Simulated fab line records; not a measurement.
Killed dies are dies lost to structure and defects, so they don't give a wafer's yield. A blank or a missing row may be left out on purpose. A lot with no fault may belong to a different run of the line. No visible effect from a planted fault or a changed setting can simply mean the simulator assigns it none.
A lot that was struck, set against a sound lot    flow sky130    22 steps out of a route of 708
Sound: the wafers L956.2, L956.4, L956.6. Struck: wafer L964.6. (L964.3 of the same lot was not struck and is left out.) The cause comes at the end.
For every step that has rows: the tool of each side, followed by ch and its chambers, followed by its first start. Under that, the readings that differ: sound wafers    struck wafers    difference of the means    sigmas: that difference in standard deviations of wafers without a fault.
alike: a reading whose means differ by less than 2 such deviations, as well as words and numbers matching on both sides. not compared: withheld readings; readings where some wafer has no value; bounds like >300 that might hide an equal value; numbers whose values overlap and for which the record gives no deviation.
The two part at a step that has a row with sigmas, a row that says differs or no value, or rows on one side only. Numbers that don't overlap but have no deviation are shown without sigmas and don't part them. Lack of a reading on every wafer of one side parts them only where that side has two or more wafers.

first, 5 steps without rows for these wafers: SKY_VT_ADJUST_HVTR_COAT_02 (resist thk 1140 nm); SKY_VT_ADJUST_HVTR_SOFTBAKE_03 (time 60 s); SKY_VT_ADJUST_HVTR_EXPOSE_04 (exposes mask HVTRM, target cd 380 nm); SKY_VT_ADJUST_HVTR_PEB_05; SKY_VT_ADJUST_HVTR_DEVELOP_06 (develop time 60 s).
SKY_VT_ADJUST_HVTR_CD_MEAS_07: target cd 380 nm.
  sound: cd_sem-01 at day 10 15:03; struck: cd_sem-02 at day 12 20:55
  alike: cd_nm
SKY_VT_ADJUST_HVTR_OVL_MEAS_08:
  sound: overlay-01 at day 10 15:09; struck: overlay-02 at day 12 21:01
  alike: VT_ADJUST_HVTR_OVL
then, 1 step without rows for these wafers: SKY_VT_ADJUST_HVTR_IMPLANT_09.
SKY_VT_ADJUST_HVTR_STRIP_10: strips in O2/N2.
  sound on plasma_asher-04 ch 0,1, day 10 15:20; struck on plasma_asher-02 ch 0, day 12 21:13
  alike: chamber_pressure_mTorr, drypump_motor_current_A, o2_flow_sccm, oes_product_au, strip_time_to_endpoint_s
  not compared: rf_hours_counter_h
SKY_VT_ADJUST_HVTR_TW_MEAS_11:
  sound: film_metro-02 at day 10 15:26; struck: film_metro-03 at day 12 21:18
  alike: VT_ADJUST_HVTR_TW
then, 2 steps without rows for these wafers: SKY_VT_ADJUST_PCH_DEHYDRATE_00 (time 60 s); SKY_VT_ADJUST_PCH_HMDS_01 (prime time 60 s).
SKY_VT_ADJUST_PCH_COAT_02: resist thk 3000 nm.
  sound on litho_track-02 ch 0, day 11 01:50; struck on litho_track-03 ch 0, day 13 08:47
reading                                          sound           struck  difference  sigmas
model.coat_of_VT_ADJUST_PCH_COAT_02.thk_nm (nm)  2995 2996 3000  2826    -171        
  alike: exhaust_pa
then, 3 steps without rows for these wafers: SKY_VT_ADJUST_PCH_SOFTBAKE_03; SKY_VT_ADJUST_PCH_EXPOSE_04 (exposes mask NWM, target cd 840 nm); SKY_VT_ADJUST_PCH_PEB_05.
SKY_VT_ADJUST_PCH_DEVELOP_06: develop time 60 s.
  sound: litho_track-02 ch 0; struck: litho_track-03 ch 0
reading                                          sound           struck  difference  sigmas
model.coat_of_VT_ADJUST_PCH_COAT_02.thk_nm (nm)  2991 2992 2996  2822    -171        
  alike: exhaust_pa
SKY_VT_ADJUST_PCH_OVL_MEAS_07:
  sound: overlay-02 at day 11 13:01; struck: overlay-01 at day 13 21:15
  alike: VT_ADJUST_PCH_OVL
then, 1 step without rows for these wafers: SKY_VT_ADJUST_PCH_IMPLANT_08.
SKY_VT_ADJUST_PCH_STRIP_09: strips in O2/N2.
  sound on plasma_asher-01 ch 0,1, day 11 13:12; struck on plasma_asher-04 ch 0, day 13 21:28
reading                       sound              struck  difference  sigmas
strip_time_to_endpoint_s (s)  36.85 36.88 36.92  34.93   -1.95       -18
  alike: chamber_pressure_mTorr, drypump_motor_current_A, o2_flow_sccm, oes_product_au
  not compared: rf_hours_counter_h
SKY_VT_ADJUST_PCH_TW_MEAS_10:
  sound: film_metro-04 at day 11 13:19; struck: film_metro-04 at day 13 21:32
  alike: VT_ADJUST_PCH_TW
then, 1 step without rows for these wafers: SKY_PAD_OPEN_PROBE_99.

WHERE THEY PART
Within this record, at SKY_VT_ADJUST_PCH_STRIP_09 only. Later steps at which nothing parts them and some readings are alike: SKY_VT_ADJUST_PCH_TW_MEAS_10.

WHY: whatever the simulator had introduced
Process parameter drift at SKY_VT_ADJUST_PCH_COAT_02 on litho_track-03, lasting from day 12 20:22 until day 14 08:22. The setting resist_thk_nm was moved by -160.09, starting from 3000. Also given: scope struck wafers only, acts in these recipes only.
